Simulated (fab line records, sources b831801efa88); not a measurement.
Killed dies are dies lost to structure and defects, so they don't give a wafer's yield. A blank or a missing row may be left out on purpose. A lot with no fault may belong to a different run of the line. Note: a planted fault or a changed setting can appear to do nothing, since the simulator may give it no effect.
A struck lot beside a sound one    flow sky130    22 out of 708 route steps
Sound: the wafers L848.1, L848.3, L848.4. Wafers L861.1, L861.4, L861.6 were the ones struck. The cause is given at the end.
Each step with rows lists, per side, the tool, then ch with its chambers, then its first start. Under that, the readings that differ: sound wafers    struck wafers    difference of the means    sigmas: that difference in standard deviations of wafers without a fault.
alike: readings whose means differ by less than 2 such deviations, and words and numbers that are the same on both sides. not compared: withheld readings, readings that some wafer has no value for, bounds like >300 that may hide the same value, and numbers for which the record gives no deviation and whose values overlap.
A row with sigmas, a row that says differs or no value, or rows on one side alone: a step with any of these is where the two part. When numbers do not overlap yet have no deviation, they are printed without sigmas and do not part them. A reading missing from all wafers of one side parts the sides only when that side holds two or more wafers.

SKY_METAL1_SPUTTER_00: material Ti, target thk 15 nm, time 10 s.
  sound on pvd-sputter-03 at day 35 19:10; struck on pvd-sputter-04 at day 39 00:22
  alike: throttle-valve-pct
then, 1 step without rows for these wafers: SKY_METAL1_SPUTTER_01 (material TiN, target thk 20 nm, time 16.7 s).
SKY_METAL1_SPUTTER_02: material AlCu, target thk 250 nm, time 13.3 s.
  sound on pvd-sputter-03 at day 35 19:13; struck on pvd-sputter-04 at day 39 00:25
  alike: throttle-valve-pct
SKY_METAL1_SPUTTER_03: material Ti, target thk 5 nm, time 3.3 s.
  sound on pvd-sputter-03 at day 35 19:14; struck on pvd-sputter-04 at day 39 00:26
  alike: throttle-valve-pct
then, 1 step without rows for these wafers: SKY_METAL1_SPUTTER_04 (material TiN, target thk 70 nm, time 58.3 s).
SKY_METAL1_RS_MEAS_05: the measuring method here is four-point-probe.
  sound on film-metro-03 at day 35 19:19; struck on film-metro-03 at day 39 00:31
  alike: METAL1_ALCU_RS
SKY_METAL1_THK_MEAS_06: measures by xrf.
  sound on film-metro-03 at day 35 19:26; struck on film-metro-03 at day 39 00:38
  alike: METAL1_ALCU_THK
then, 5 steps without rows for these wafers: SKY_METAL1_DEHYDRATE_07 (time 60 s); SKY_METAL1_HMDS_08 (prime time 60 s); SKY_METAL1_COAT_09 (resist thk 60 nm); SKY_METAL1_COAT_10 (resist thk 450 nm); SKY_METAL1_SOFTBAKE_11 (time 88.62 s).
SKY_METAL1_EXPOSE_12: exposes mask MM1, target cd 140 nm.
  sound on krf-scanner-01 ch 0, day 36 00:31; struck on krf-scanner-02 ch 0, day 39 11:10
reading               sound                 struck                difference  sigmas
exposure-dose-mJ-cm2  27.980 27.968 27.931  25.335 25.351 25.284  -2.636      -99 or more
  alike: mask, reticle-temp-C
then, 2 steps without rows for these wafers: SKY_METAL1_PEB_13; SKY_METAL1_DEVELOP_14 (develop time 60 s).
SKY_METAL1_CD_MEAS_15: the cd target is 140 nm.
  sound on cd-sem-01 at day 36 11:07; struck on cd-sem-02 at day 40 01:28
reading     sound              struck             difference  sigmas
cd-nm (nm)  142.8 141.3 140.0  160.5 160.2 159.4  +18.7       +9
  not compared: hold
SKY_METAL1_OVL_MEAS_16:
  sound on overlay-02 at day 36 11:14; struck on overlay-02 at day 40 05:19
reading  sound  struck                                                                      difference                    sigmas
hold     - - -  await-dispo/3.7h/release await-dispo/3.7h/release await-dispo/3.7h/release  no value on the sound wafers  
  alike: METAL1_OVL
SKY_METAL1_DESCUM_17: chemistry O2, time 8 s.
  sound on rie-metal-01 ch 1, day 36 11:16; struck on rie-metal-02 ch 0,1, day 40 05:21
reading                  sound              struck             difference  sigmas
rf-fwd-power-W (W)       148.3 148.2 147.5  146.2 146.5 146.8  -1.5        -2
model.METAL1.cd-nm (nm)  143.1 141.5 141    160.8 160.1 158.9  +18.1       
  alike: drypump-motor-current-A, oes-product-au
  not compared: rf-hours-counter-h
SKY_METAL1_ETCH_18: etches BARC in N2/H2, stops on SiO2, time 45.9 s, target depth 60 nm.
  sound on rie-metal-01 ch 1, day 36 11:20; struck on rie-metal-02 ch 0,1, day 40 05:23
  alike: drypump-motor-current-A, oes-product-au, rf-fwd-power-W, throttle-valve-pct
  not compared: rf-hours-counter-h
SKY_METAL1_METAL_ETCH_19: etches the open film in Cl2/BCl3, stops on SiO2, target depth 360 nm, time 78 s.
  sound on rie-metal-01 ch 1, day 36 11:28; struck on rie-metal-02 ch 0,1, day 40 05:26
reading                  sound            struck             difference  sigmas
model.METAL1.cd-nm (nm)  141.9 141 141.4  161.7 160.7 162.1  +20.1       
  alike: drypump-motor-current-A, mfc-cl2-sccm, oes-product-au, rf-fwd-power-W, throttle-valve-pct
  not compared: rf-hours-counter-h
SKY_METAL1_STRIP_20: strips in O2/N2.
  sound on plasma-asher-03 ch 0,1, day 36 11:38; struck on plasma-asher-02 ch 0,1, day 40 05:33
reading                       sound           struck          difference  sigmas
strip-time-to-endpoint-s (s)  2.55 2.56 2.57  2.66 2.69 2.59  +0.09       +2
  alike: drypump-motor-current-A, oes-product-au
  not compared: rf-hours-counter-h
-- the record jumps here: 11 days lie between the struck wafers' starts before and after (it left off in module METAL1 and takes up again in module PAD_OPEN, whose first step shown is number 708 of the route) --
SKY_PAD_OPEN_PROBE_99:
  sound on prober-01 at day 48 11:56; struck on prober-01 at day 51 01:26
  no value came back on the struck wafers for model.etest.met1.width-nm (nm), model.etest.tester.sort_bin_3_pct (%), model.etest.met1.line-ohm-um; on the sound wafers model.etest.met1.width-nm (nm) reads 146.5 144.8 146
reading                   sound           struck                                                                difference                    sigmas
hold                      - - -           await-dispo/6.2h/scrap await-dispo/6.2h/scrap await-dispo/6.2h/scrap  no value on the sound wafers  
defect-limited-yield (%)  82.7 85.6 82.7  62.0 66.1 53.9                                                        -23.0                         -13
killed_at_M0_to_M3        40 34 46        151 125 178                                                           +111                          +19
killed-dies               85 71 85        187 167 227                                                           +113                          +13
killed-on-rim             17 12 16        72 56 77                                                              +53                           +14
sort_bin_3_pad_short (%)  0.8 1.2 0.4     24.8 19.7 30.1                                                        +24.1                         +59
sort-n-pass               407 421 407     305 325 265                                                           -113                          -13
sort-yield-pct (%)        82.7 85.6 82.7  62.0 66.1 53.9                                                        -23.0                         -13
  alike: killed_at_M4_up, killed-at-contacts, killed-at-front-end, killed-at-other, killed-open, killed-short, sort_bin_5_function, sort_bin_6_memory

WHERE THEY PART
Earliest at SKY_METAL1_EXPOSE_12; latest, in this record, at SKY_PAD_OPEN_PROBE_99.

WHY: the cause the simulator had injected
Process parameter drift: krf-scanner-02, from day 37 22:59 on, at SKY_METAL1_EXPOSE_12. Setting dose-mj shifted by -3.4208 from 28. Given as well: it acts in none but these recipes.
